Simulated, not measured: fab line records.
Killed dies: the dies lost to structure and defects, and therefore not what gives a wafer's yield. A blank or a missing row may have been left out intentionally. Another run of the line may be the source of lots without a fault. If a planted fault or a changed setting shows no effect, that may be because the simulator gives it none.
2 desks, one fault | flow gf180mcu | every desk sees just its own numbers, and what lay behind them comes last

== FOR THE TOOL OWNER'S DESK: rie-diel-01 ==
The tool's own readings at GF_STI_ETCH_13 (etches the open film in CHF3/O2, stops on Si, target depth 282.31 nm, time 112.9 s): means of the sampled wafers that have a number, for each lot that ran on this tool. A lot is out of limits, marked OUT, if its mean lies more than 4 standard deviations from the usual mean; the brackets give that distance.
Columns: A = O2_flow_sccm at GF_STI_ETCH_13, usual 4.999 sccm; B = chf3-flow-sccm at GF_STI_ETCH_13, usual 50.00 sccm; C = drypump-motor-current-A at GF_STI_ETCH_13, usual 5.8 A; D = oes-product-au at GF_STI_ETCH_13, usual 0.835 a.u.; E = throttle-valve-pct at GF_STI_ETCH_13, usual 8.811 %
lot  | first seen here | A     | B     | C   | D     | E
L558 | day 4 15:49     | 4.992 | 50.10 | 5.8 | 0.835 | 8.806
L559 | day 4 21:29     | 4.989 | 49.88 | 6.2 | 0.845 | 8.812
L562 | day 5 11:58     | 5.003 | 49.96 | 5.8 | 0.840 | 8.813
L566 | day 6 08:02     | 5.000 | 49.87 | 6.0 | 0.823 | 8.803
L567 | day 6 13:56     | 5.001 | 49.91 | 5.9 | 0.823 | 8.815
Finding of this desk: none of the 5 lots has anything out of limits.

== AT THE METROLOGY DESK ==
Means of the sampled wafers that have a number, per lot and without regard to the tool the lot ran on: this is what the gauges read. A lot is out of limits, marked OUT, if its mean lies more than 4 standard deviations from the usual mean; the brackets give that distance.
Columns: A = MVPSD_TW at GF_MVPSD_TW_MEAS_11, usual 553
lot  | first seen here | A
L546 | day 5 04:19     | 561
L549 | day 5 23:00     | 547
L551 | day 6 03:07     | 546
L553 | day 6 23:20     | 552
L558 | day 8 01:41     | 559
L559 | day 8 07:18     | 559
L562 | day 8 23:04     | 558
L568 | day 10 13:06    | 546
L569 | day 10 19:28    | 565
Finding of this desk: none of the 9 lots has anything out of limits.

== ALL TOGETHER ==
The tool owner's desk saw nothing out of limits.
At the metrology desk, nothing out of limits was observed.

== WHAT WAS PUT IN BY THE SIMULATOR ==
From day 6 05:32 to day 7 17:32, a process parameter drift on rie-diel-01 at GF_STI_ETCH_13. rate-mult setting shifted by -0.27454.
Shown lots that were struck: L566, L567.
